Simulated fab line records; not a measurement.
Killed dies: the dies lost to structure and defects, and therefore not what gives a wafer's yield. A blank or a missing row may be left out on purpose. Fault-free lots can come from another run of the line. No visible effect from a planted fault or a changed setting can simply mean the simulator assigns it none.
Which tool was responsible? :: flow gf180mcu :: 6 lots with 18 wafers sampled at 2 steps, on a route of 602 steps

## WHAT THE GAUGES SHOWED, per wafer
GF_LVPWELL_OVL_MEAS_07.
lot: L485
measured: day 4 00:55
on: overlay-02
LVPWELL_OVL (nm): 2.7 1.2 1.9

lot: L487
measured: day 4 22:03
on: overlay-02
LVPWELL_OVL (nm): 0.2 0.8 -0.7

lot: L494
measured: day 6 06:11
on: overlay-01
LVPWELL_OVL (nm): -169.2 -169.8 -168.2

lot: L502
measured: day 8 02:41
on: overlay-02
LVPWELL_OVL (nm): -0.5 0.0 0.7

lot: L504
measured: day 8 14:01
on: overlay-01
LVPWELL_OVL (nm): -0.7 -2.3 -2.6

lot: L507
measured: day 9 06:22
on: overlay-02
LVPWELL_OVL (nm): 4.6 0.5 0.7

## WHAT TOOL EACH LOT RAN ON (gives the tool, then ch and the chambers of the sampled wafers, and finally the start)
lot: L485
GF_LVPWELL_EXPOSE_04: iline-stepper-01 ch 0, day 3 17:54

lot: L487
GF_LVPWELL_EXPOSE_04: iline-stepper-02 ch 0, day 4 15:22

lot: L494
GF_LVPWELL_EXPOSE_04: iline-stepper-01 ch 0, day 5 23:16

lot: L502
GF_LVPWELL_EXPOSE_04: iline-stepper-02 ch 0, day 7 18:23

lot: L504
GF_LVPWELL_EXPOSE_04: iline-stepper-02 ch 0, day 8 06:29

lot: L507
GF_LVPWELL_EXPOSE_04: iline-stepper-02 ch 0, day 8 21:59
- GF_LVPWELL_EXPOSE_04: exposes mask LVPWELL, target cd 600 nm.

## THE ANSWER, worked out from the rows above alone
Rule: what is usual is taken from the lots themselves. Put in order of their means at a reading, lots are off if they are a third of the lots or fewer, leave a main group of 4 or more, and stand apart from it by a gap of 3 or more times the standard deviation of the main group's means; of several such gaps the widest counts. A main group is skipped when, at the precision printed for the reading in the tables above, its means are all equal. Also off: a lot with no number at a reading for which 4 or more lots have one. All remaining lots with rows at the step are treated as sound.
Off: at GF_LVPWELL_OVL_MEAS_07 (LVPWELL_OVL), L494. Mean 0.4 nm and standard deviation 1.4 in the main group.
A tool fits if, at a process step before that reading, it ran every lot that is off, and no sound lot after the first of them. Gauges at GF_LVPWELL_OVL_MEAS_07: tried the same way as those tools. One fits: GF_LVPWELL_EXPOSE_04 on iline-stepper-01. Its last sound lot is L485 (day 3 17:54), its first lot that is off L494 (day 5 23:16): a fault that began between those two fits.

## WHAT THE SIMULATOR HAD PUT IN
Scanner matching overlay: iline-stepper-01, from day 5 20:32 on, at GF_LVPWELL_EXPOSE_04. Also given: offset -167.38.
Struck lots among those shown: L494. The rule above found the same.
